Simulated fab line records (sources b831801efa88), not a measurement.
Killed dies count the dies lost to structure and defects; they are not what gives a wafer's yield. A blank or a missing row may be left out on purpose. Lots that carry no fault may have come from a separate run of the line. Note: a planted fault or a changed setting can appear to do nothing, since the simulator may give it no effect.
Split-lot experiment :: flow sfq_line :: route with 325 steps; 5 lots, 23 wafers read

== ON THE SPLIT ==
At SFQ_TRILAYER_M0_DEP_SPUTTER_019 (material Nb, target thk 200 nm, time 133.3 s), the setting time_s was moved away from the recipe's 133.3 s on 9 of the 23 wafers read, by -14.3% to +8.6%. The other wafers ran this setting at the recipe's value.

== FROM THE SPLIT TO THE READING: what the file shows between them, 4 steps ==
- SFQ_M0_RS_MEAS_904: measures by four-point-probe
- SFQ_TRILAYER_M0_LITHO_PEB_024: peb time 60 s (also split here: peb_temp_c)
- SFQ_TRILAYER_M0_LITHO_DEVELOP_023: time 60 s
- SFQ_TRILAYER_M0_BARC_OPEN_METAL_ETCH_031: etches BARC in O2, target depth 125 nm, time 41.7 s

== THE READING ==
oes_product_au, in a.u., at SFQ_TRILAYER_M0_ETCH_METAL_ETCH_024 (etches Nb in Cl2/Ar, stops on SiO2, target depth 240 nm, time 120 s). Fault-free wafers of this fab line usually give 0.892 a.u., standard deviation 0.0055 a.u.

wafer: L075.1
tool, chamber at the split: pvd_sputter-05, -
time_s as run, s: 133.3
against the recipe: recipe
oes_product_au, a.u.: 0.897
against lot-mates on the recipe: -

wafer: L075.2
tool, chamber at the split: pvd_sputter-05, -
time_s as run, s: 133.3
against the recipe: recipe
oes_product_au, a.u.: 0.889
against lot-mates on the recipe: -

wafer: L075.3
tool, chamber at the split: pvd_sputter-05, -
time_s as run, s: 144.8
against the recipe: +8.6%
oes_product_au, a.u.: 0.939
against lot-mates on the recipe: +0.046

wafer: L075.5
tool, chamber at the split: pvd_sputter-05, -
time_s as run, s: 144.8
against the recipe: +8.6%
oes_product_au, a.u.: 0.937
against lot-mates on the recipe: +0.044

wafer: L075.6
tool, chamber at the split: pvd_sputter-05, -
time_s as run, s: 144.8
against the recipe: +8.6%
oes_product_au, a.u.: 0.940
against lot-mates on the recipe: +0.047

wafer: L077.1
tool, chamber at the split: pvd_sputter-03, -
time_s as run, s: 123.8
against the recipe: -7.1%
oes_product_au, a.u.: 0.851
against lot-mates on the recipe: -0.044

wafer: L077.3
tool, chamber at the split: pvd_sputter-03, -
time_s as run, s: 133.3
against the recipe: recipe
oes_product_au, a.u.: 0.894
against lot-mates on the recipe: -

wafer: L077.4
tool, chamber at the split: pvd_sputter-03, -
time_s as run, s: 133.3
against the recipe: recipe
oes_product_au, a.u.: 0.896
against lot-mates on the recipe: -

wafer: L077.5
tool, chamber at the split: pvd_sputter-03, -
time_s as run, s: 123.8
against the recipe: -7.1%
oes_product_au, a.u.: 0.856
against lot-mates on the recipe: -0.039

wafer: L077.6
tool, chamber at the split: pvd_sputter-03, -
time_s as run, s: 123.8
against the recipe: -7.1%
oes_product_au, a.u.: 0.852
against lot-mates on the recipe: -0.043

wafer: L078.1
tool, chamber at the split: pvd_sputter-03, -
time_s as run, s: 133.3
against the recipe: recipe
oes_product_au, a.u.: 0.888
against lot-mates on the recipe: -

wafer: L078.5
tool, chamber at the split: pvd_sputter-03, -
time_s as run, s: 133.3
against the recipe: recipe
oes_product_au, a.u.: 0.898
against lot-mates on the recipe: -

wafer: L078.6
tool, chamber at the split: pvd_sputter-03, -
time_s as run, s: 133.3
against the recipe: recipe
oes_product_au, a.u.: 0.890
against lot-mates on the recipe: -

wafer: L079.2
tool, chamber at the split: pvd_sputter-06, -
time_s as run, s: 133.3
against the recipe: recipe
oes_product_au, a.u.: 0.889
against lot-mates on the recipe: -

wafer: L079.3
tool, chamber at the split: pvd_sputter-06, -
time_s as run, s: 133.3
against the recipe: recipe
oes_product_au, a.u.: 0.893
against lot-mates on the recipe: -

wafer: L079.4
tool, chamber at the split: pvd_sputter-06, -
time_s as run, s: 133.3
against the recipe: recipe
oes_product_au, a.u.: 0.890
against lot-mates on the recipe: -

wafer: L079.5
tool, chamber at the split: pvd_sputter-06, -
time_s as run, s: 133.3
against the recipe: recipe
oes_product_au, a.u.: 0.887
against lot-mates on the recipe: -

wafer: L079.6
tool, chamber at the split: pvd_sputter-06, -
time_s as run, s: 133.3
against the recipe: recipe
oes_product_au, a.u.: 0.888
against lot-mates on the recipe: -

wafer: L080.1
tool, chamber at the split: pvd_sputter-03, -
time_s as run, s: 114.3
against the recipe: -14.3%
oes_product_au, a.u.: 0.821
against lot-mates on the recipe: -0.075

wafer: L080.2
tool, chamber at the split: pvd_sputter-03, -
time_s as run, s: 133.3
against the recipe: recipe
oes_product_au, a.u.: 0.895
against lot-mates on the recipe: -

wafer: L080.3
tool, chamber at the split: pvd_sputter-03, -
time_s as run, s: 133.3
against the recipe: recipe
oes_product_au, a.u.: 0.897
against lot-mates on the recipe: -

wafer: L080.4
tool, chamber at the split: pvd_sputter-03, -
time_s as run, s: 114.3
against the recipe: -14.3%
oes_product_au, a.u.: 0.821
against lot-mates on the recipe: -0.075

wafer: L080.5
tool, chamber at the split: pvd_sputter-03, -
time_s as run, s: 114.3
against the recipe: -14.3%
oes_product_au, a.u.: 0.826
against lot-mates on the recipe: -0.070

THE FIT
A straight line over all 23 wafers: oes_product_au changes by +0.0051 a.u. for each +1% of time_s; r = +0.99; the points scatter about the line by 0.0038 a.u.
The same after taking each lot's own level away (the mean of its wafers on the recipe; 23 wafers): +0.00528 a.u. for each +1%; r = +1.00; scatter 0.0032 a.u.
Per that fit: largest time_s move, reading shift of 0.075 a.u.
The lots' own levels span 0.8894 to 0.8960 a.u., that is 1.2 times the standard deviation above.
The two slopes agree, so the slope changes little with the lot-to-lot level.
Check: -0.0758 a.u. against its lot-mates is what the line predicts for one of the wafers moved furthest among these (-14.3%) when that wafer is left out of the fit. Against them it came out at -0.075 a.u.

== THESE WAFERS: OTHER SPLITS ==
Before the reading, these wafers also passed through other splits. Each is held against what the fit with the lots' levels taken away leaves over:
other split on the same wafers: SFQ_TRILAYER_L0_LITHO_COAT_005 spin_rpm
wafers away from the commonest value: 7
r with oes_product_au (lot level and that fit taken away): -0.20

other split on the same wafers: SFQ_TRILAYER_L0_LITHO_PEB_008 peb_time_s
wafers away from the commonest value: 8
r with oes_product_au (lot level and that fit taken away): -0.21

other split on the same wafers: SFQ_TRILAYER_L0_CAP_PECVD_011 time_s
wafers away from the commonest value: 8
r with oes_product_au (lot level and that fit taken away): +0.02

other split on the same wafers: SFQ_TRILAYER_L0_VIA_LITHO_PEB_016 peb_temp_c
wafers away from the commonest value: 10
r with oes_product_au (lot level and that fit taken away): -0.03

other split on the same wafers: SFQ_TRILAYER_M0_LITHO_PEB_024 peb_temp_c
wafers away from the commonest value: 10
r with oes_product_au (lot level and that fit taken away): -0.43

== THE WHOLE CHAIN: every reading that the file lists as answering this split, in the file's order ==
step: SFQ_TRILAYER_M0_DEP_SPUTTER_019
what it does: material Nb, target thk 200 nm, time 133.3 s
reading: Nb_of_TRILAYER_M0_DEP_SPUTTER_019.thk_nm (the simulator's own value, which no gauge read)
change (the file's fit): +2.06 nm for each +1% of the setting
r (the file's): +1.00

step: SFQ_M0_RS_MEAS_904
what it does: measures by four-point-probe
reading: M0_NB_RS
change (the file's fit): -0.0101 for each +1% of the setting
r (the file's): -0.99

step: SFQ_TRILAYER_M0_ETCH_METAL_ETCH_024
what it does: etches Nb in Cl2/Ar, stops on SiO2, target depth 240 nm, time 120 s
reading: oes_product_au
change (the file's fit): +0.00529 a.u. for each +1% of the setting
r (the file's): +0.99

== THE FILE'S OWN FIT ==
oes_product_au changes by +0.00529 a.u. for each +1% of time_s, r = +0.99.
